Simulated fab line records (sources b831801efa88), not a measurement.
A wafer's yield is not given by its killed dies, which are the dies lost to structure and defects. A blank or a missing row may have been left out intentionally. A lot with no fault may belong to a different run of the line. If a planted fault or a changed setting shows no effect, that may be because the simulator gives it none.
Matching of chambers :: flow sky130 :: SKY_VIA4_HDPCVD_00 on hdpcvd-02 has 3 sister chambers
The step deposits SiO2, target thk 1750 nm, time 291.7 s. 6 wafers are shown with their chamber, then 8 later ones without.

## EACH WAFER AND ITS CHAMBER
wafer: L559.2
chamber: 2
run-length-s (s): 319.4

wafer: L560.1
chamber: 0
run-length-s (s): 319.5

wafer: L570.1
chamber: 0
run-length-s (s): 319.5

wafer: L570.2
chamber: 1
run-length-s (s): 319.4

wafer: L570.6
chamber: 2
run-length-s (s): 319.6

wafer: L573.2
chamber: 1
run-length-s (s): 318.9

## WAFERS WITH NO CHAMBER GIVEN
wafer: L573.3
run-length-s (s): 319.8

wafer: L573.6
run-length-s (s): 319.5

wafer: L576.1
run-length-s (s): 319.6

wafer: L576.2
run-length-s (s): 319.6

wafer: L576.5
run-length-s (s): 319.4

wafer: L577.1
run-length-s (s): 318.9

wafer: L577.2
run-length-s (s): 319.5

wafer: L577.4
run-length-s (s): 319.2

## WHICH CHAMBER EACH WENT THROUGH
wafer: L573.3
from the rows above: can't be placed: 0 or 2 or 1
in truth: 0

wafer: L573.6
from the rows above: can't be placed: 0 or 2 or 1
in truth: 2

wafer: L576.1
from the rows above: can't be placed: 0 or 2 or 1
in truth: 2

wafer: L576.2
from the rows above: can't be placed: 0 or 2 or 1
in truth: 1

wafer: L576.5
from the rows above: can't be placed: 0 or 2 or 1
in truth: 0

wafer: L577.1
from the rows above: can't be placed: 1 or 0 or 2
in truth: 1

wafer: L577.2
from the rows above: can't be placed: 0 or 2 or 1
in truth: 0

wafer: L577.4
from the rows above: can't be placed: 1 or 0 or 2
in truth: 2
Correct placement for 0 of the 8. Cannot be placed on the basis of these rows: 8; the candidates contain the true chamber in 8. Wrongly placed: 0.
How it was worked out, from the rows above alone: a wafer's distance from a chamber is the root of the sum, over the readings, of the square of ((its reading less the chamber's mean) divided by the reading's scatter). If the next closest chamber is less than 2 further off than the closest, the wafer can't be placed; otherwise it belongs to the closest. A chamber's mean is the mean of its shown wafers. The scatter: the root of (the sum of the squares of (reading less its chamber's mean) over the shown wafers, divided by (wafers less chambers)).
